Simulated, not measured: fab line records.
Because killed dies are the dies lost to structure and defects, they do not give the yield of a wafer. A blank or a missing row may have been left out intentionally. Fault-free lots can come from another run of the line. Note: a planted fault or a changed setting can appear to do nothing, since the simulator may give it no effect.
Chamber matching :: flow gf180mcu :: GF_V5_ETCH_16 on rie_diel-02: 4 sister chambers
The step etches BARC in N2/H2. 14 wafers are shown with their chamber, then 7 later ones without.

WAFERS PAIRED WITH THEIR CHAMBERS
wafer: L185.1
chamber: 2
drypump_motor_current_A (A): 5.7
throttle_valve_pct (%): 13.224
oes_product_au (a.u.): 0.854

wafer: L185.3
chamber: 1
drypump_motor_current_A (A): 5.0
throttle_valve_pct (%): 13.222
oes_product_au (a.u.): 0.856

wafer: L185.5
chamber: 2
drypump_motor_current_A (A): 5.7
throttle_valve_pct (%): 13.230
oes_product_au (a.u.): 0.853

wafer: L187.3
chamber: 2
drypump_motor_current_A (A): 5.7
throttle_valve_pct (%): 13.218
oes_product_au (a.u.): 0.860

wafer: L187.5
chamber: 0
drypump_motor_current_A (A): 6.4
throttle_valve_pct (%): 13.234
oes_product_au (a.u.): 0.848

wafer: L187.6
chamber: 3
drypump_motor_current_A (A): 5.2
throttle_valve_pct (%): 13.238
oes_product_au (a.u.): 0.851

wafer: L188.3
chamber: 2
drypump_motor_current_A (A): 5.7
throttle_valve_pct (%): 13.219
oes_product_au (a.u.): 0.853

wafer: L188.4
chamber: 1
drypump_motor_current_A (A): 4.9
throttle_valve_pct (%): 13.231
oes_product_au (a.u.): 0.851

wafer: L188.6
chamber: 0
drypump_motor_current_A (A): 6.5
throttle_valve_pct (%): 13.226
oes_product_au (a.u.): 0.856

wafer: L191.3
chamber: 0
drypump_motor_current_A (A): 6.4
throttle_valve_pct (%): 13.231
oes_product_au (a.u.): 0.857

wafer: L191.4
chamber: 3
drypump_motor_current_A (A): 5.2
throttle_valve_pct (%): 13.225
oes_product_au (a.u.): 0.861

wafer: L191.5
chamber: 3
drypump_motor_current_A (A): 5.2
throttle_valve_pct (%): 13.230
oes_product_au (a.u.): 0.857

wafer: L192.1
chamber: 3
drypump_motor_current_A (A): 5.2
throttle_valve_pct (%): 13.220
oes_product_au (a.u.): 0.857

wafer: L192.3
chamber: 1
drypump_motor_current_A (A): 4.9
throttle_valve_pct (%): 13.227
oes_product_au (a.u.): 0.860

SIGNATURES, as means of the wafers listed above
reading: drypump_motor_current_A
chamber 0: 6.433
chamber 1: 4.933
chamber 2: 5.700
chamber 3: 5.200
scatter within a chamber: 0.0365

reading: throttle_valve_pct
chamber 0: 13.23033
chamber 1: 13.22667
chamber 2: 13.22275
chamber 3: 13.22825
scatter within a chamber: 0.00584

reading: oes_product_au
chamber 0: 0.85367
chamber 1: 0.85567
chamber 2: 0.85500
chamber 3: 0.85650
scatter within a chamber: 0.00418
Rule: distance of a wafer from a chamber = root of the sum over the readings of ((wafer's reading minus chamber's mean) / reading's scatter) squared. If the next closest chamber is less than 2 further off than the closest, the wafer can't be placed; otherwise it belongs to the closest. The scatter: the root of (the sum of the squares of (reading less its chamber's mean) over the shown wafers, divided by (wafers less chambers)).

WAFERS WITH NO CHAMBER GIVEN
wafer: L192.6
drypump_motor_current_A (A): 6.4
throttle_valve_pct (%): 13.235
oes_product_au (a.u.): 0.858

wafer: L193.3
drypump_motor_current_A (A): 6.4
throttle_valve_pct (%): 13.215
oes_product_au (a.u.): 0.846

wafer: L193.5
drypump_motor_current_A (A): 5.2
throttle_valve_pct (%): 13.221
oes_product_au (a.u.): 0.853

wafer: L193.6
drypump_motor_current_A (A): 6.4
throttle_valve_pct (%): 13.214
oes_product_au (a.u.): 0.856

wafer: L204.1
drypump_motor_current_A (A): 6.4
throttle_valve_pct (%): 13.242
oes_product_au (a.u.): 0.858

wafer: L204.2
drypump_motor_current_A (A): 5.0
throttle_valve_pct (%): 13.224
oes_product_au (a.u.): 0.850

wafer: L204.4
drypump_motor_current_A (A): 5.2
throttle_valve_pct (%): 13.241
oes_product_au (a.u.): 0.844

EACH ONE'S CHAMBER
wafer: L192.6
from the rows above: 0
in truth: 0

wafer: L193.3
from the rows above: 0
in truth: 0

wafer: L193.5
from the rows above: 3
in truth: 3

wafer: L193.6
from the rows above: 0
in truth: 0

wafer: L204.1
from the rows above: 0
in truth: 0

wafer: L204.2
from the rows above: 1
in truth: 1

wafer: L204.4
from the rows above: 3
in truth: 3
Correct placement for 7 of the 7. Not placeable from these rows: 0. 0 placed wrongly.
